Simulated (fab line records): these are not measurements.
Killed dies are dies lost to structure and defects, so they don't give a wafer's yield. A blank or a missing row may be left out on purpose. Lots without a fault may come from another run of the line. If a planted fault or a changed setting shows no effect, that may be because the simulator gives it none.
Which tool did it? ; flow gf180mcu ; 45 wafers from 15 lots sampled at 3 of the route's 602 steps

== WHAT THE GAUGES SHOWED, per wafer ==
GF_LVPWELL_OVL_MEAS_07.
lot;measured;on;LVPWELL_OVL (nm)
L904;day 3 21:43;overlay-01;0.8 0.1 -1.4
L905;day 4 03:42;overlay-02;-2.0 0.6 -0.6
L906;day 4 06:53;overlay-01;-1.1 -2.0 -2.4
L907;day 4 14:31;overlay-02;0.5 -0.3 1.0
L908;day 4 18:55;overlay-02;-2.1 -1.7 -1.2
L913;day 6 03:10;overlay-02;-3.4 -3.7 -0.7
L914;day 6 05:22;overlay-01;-1.7 -0.9 1.1
L915;day 6 12:43;overlay-01;-2.8 -2.3 -0.9
L920;day 7 15:34;overlay-01;-2.5 -2.9 -2.2
L921;day 7 19:20;overlay-02;-0.6 0.7 -0.2
L923;day 8 07:56;overlay-01;-1.1 1.5 2.0
L924;day 8 12:58;overlay-01;-1.5 -0.9 -0.4
L925;day 8 17:43;overlay-02;0.2 -0.8 0.2
L926;day 9 01:06;overlay-02;-0.4 -0.4 -0.6
L927;day 9 06:14;overlay-01;0.9 0.9 0.3

GF_POLY_GATE_THK_MEAS_01.
lot;measured;on;POLY_GATE_CVD_00_THK (nm)
L904;day 8 11:53;film-metro-03;199.9 199.9 201.0
L905;day 8 18:22;film-metro-02;195.6 197.0 197.2
L906;day 9 01:53;film-metro-03;198.9 201.1 199.8
L907;day 9 09:35;film-metro-03;198.0 199.2 199.2
L908;day 9 12:25;film-metro-03;200.9 198.8 201.1
L920;day 13 05:59;film-metro-01;201.3 201.6 202.3
L921;day 13 14:14;film-metro-01;201.9 201.0 200.3
L923;day 14 05:25;film-metro-01;201.9 202.5 202.5
L924;day 14 11:14;film-metro-01;200.1 201.9 201.5
L925;day 14 18:59;film-metro-01;202.6 200.5 201.6
L926;day 15 00:26;film-metro-01;199.7 202.3 201.7
L927;day 15 02:40;film-metro-02;198.4 199.2 195.9

== WHAT TOOL EACH LOT RAN ON (gives the tool, then ch and the chambers of the sampled wafers, and finally the start) ==
lot;GF_VT_IMPLANT_DEVELOP_06
L904;litho-track-03 ch 0, day 5 15:33
L905;litho-track-03 ch 0, day 5 21:53
L906;litho-track-02 ch 0, day 6 03:01
L907;litho-track-03 ch 0, day 6 10:32
L908;litho-track-03 ch 0, day 6 14:18
L913;litho-track-02, day 8 02:40
L914;litho-track-02, day 8 05:31
L915;litho-track-02, day 8 12:37
L920;litho-track-01 ch 0, day 9 18:18
L921;litho-track-02 ch 0, day 9 22:55
L923;litho-track-03 ch 0, day 10 11:25
L924;litho-track-03 ch 0, day 10 18:43
L925;litho-track-03 ch 0, day 11 00:01
L926;litho-track-03 ch 0, day 11 06:00
L927;litho-track-03 ch 0, day 11 12:42
- GF_VT_IMPLANT_DEVELOP_06: develop time 60 s.

== WHAT THE TOOLS THEMSELVES READ (means of the sampled wafers that have a number; where no wafer has one, the mark that the record gives instead) ==
GF_VT_IMPLANT_DEVELOP_06.
lot;tool;chill-plate-temp-C (C)
L904;litho-track-03;23.09
L905;litho-track-03;22.92
L906;litho-track-02;23.04
L907;litho-track-03;23.00
L908;litho-track-03;22.96
L913;litho-track-02;-
L914;litho-track-02;-
L915;litho-track-02;-
L920;litho-track-01;22.99
L921;litho-track-02;23.17
L923;litho-track-03;23.09
L924;litho-track-03;22.91
L925;litho-track-03;22.97
L926;litho-track-03;23.02
L927;litho-track-03;22.92

== THE ANSWER, worked out from the rows above alone ==
Rule: usual is defined by the lots themselves. Put in order of their means at a reading, lots are off if they are a third of the lots or fewer, leave a main group of 4 or more, and stand apart from it by a gap of 3 or more times the standard deviation of the main group's means; of several such gaps the widest counts. Not used: any main group whose means are identical at the precision the tables above print for the reading. Also off: a lot with no number at a reading for which 4 or more lots have one. The other lots that the step has rows for count as sound. First the gauges in route order, then the tools' own readings, where a lot's mean is used as printed above. The first step at which some lot is off is used, and at that step the reading that is off furthest; a lot without a number counts as furthest.
Off: L913, L914, L915 (GF_VT_IMPLANT_DEVELOP_06, chill-plate-temp-C). Without a number there: L913, L914, L915. The main group has a mean of 23.01 C with a standard deviation of 0.076.
A tool fits if, at that step or a process step before it, it ran every lot that is off, and no sound lot after the first of them. Not one of the candidates tried fits.

== WHAT THE SIMULATOR PUT IN ==
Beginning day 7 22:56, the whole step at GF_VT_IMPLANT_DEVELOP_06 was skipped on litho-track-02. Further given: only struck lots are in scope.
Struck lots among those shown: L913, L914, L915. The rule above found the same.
